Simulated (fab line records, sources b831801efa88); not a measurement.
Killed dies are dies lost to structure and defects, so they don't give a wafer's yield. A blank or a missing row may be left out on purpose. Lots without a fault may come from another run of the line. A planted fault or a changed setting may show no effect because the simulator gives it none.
Which tool did it? | flow sky130 | 6 lots, 18 wafers sampled, at 1 step of a route of 708

WHAT THE GAUGES READ, wafer by wafer
SKY_CONTACT_BOW_MEAS_05.
lot  | measured     | on            | CONTACT_BOW (um)
L106 | day 30 22:32 | film_metro-01 | 78 83 82
L110 | day 32 05:55 | film_metro-01 | 77 74 64
L114 | day 33 10:34 | film_metro-03 | 82 85 87
L117 | day 34 07:52 | film_metro-01 | 78 82 74
L119 | day 34 23:37 | film_metro-03 | 89 80 78
L128 | day 38 09:02 | film_metro-04 | 91 91 82

WHICH TOOL RAN EACH LOT (tool, then ch and the chambers of the sampled wafers, then the start)
The record holds no process step before these readings.

THE ANSWER, worked out from the rows above alone
Rule: what is usual is taken from the lots themselves. Put in order of their means at a reading, lots are off if they are a third of the lots or fewer, leave a main group of 4 or more, and stand apart from it by a gap of 3 or more times the standard deviation of the main group's means; of several such gaps the widest counts. A main group whose means are all the same, to the digits that the tables above print for the reading, isn't used. A lot without any number at a reading at which 4 lots or more have one is off too. The other lots that the step has rows for count as sound.
No lot is off at any reading shown: from this, nothing can be told.

WHAT THE SIMULATOR HAD PUT IN
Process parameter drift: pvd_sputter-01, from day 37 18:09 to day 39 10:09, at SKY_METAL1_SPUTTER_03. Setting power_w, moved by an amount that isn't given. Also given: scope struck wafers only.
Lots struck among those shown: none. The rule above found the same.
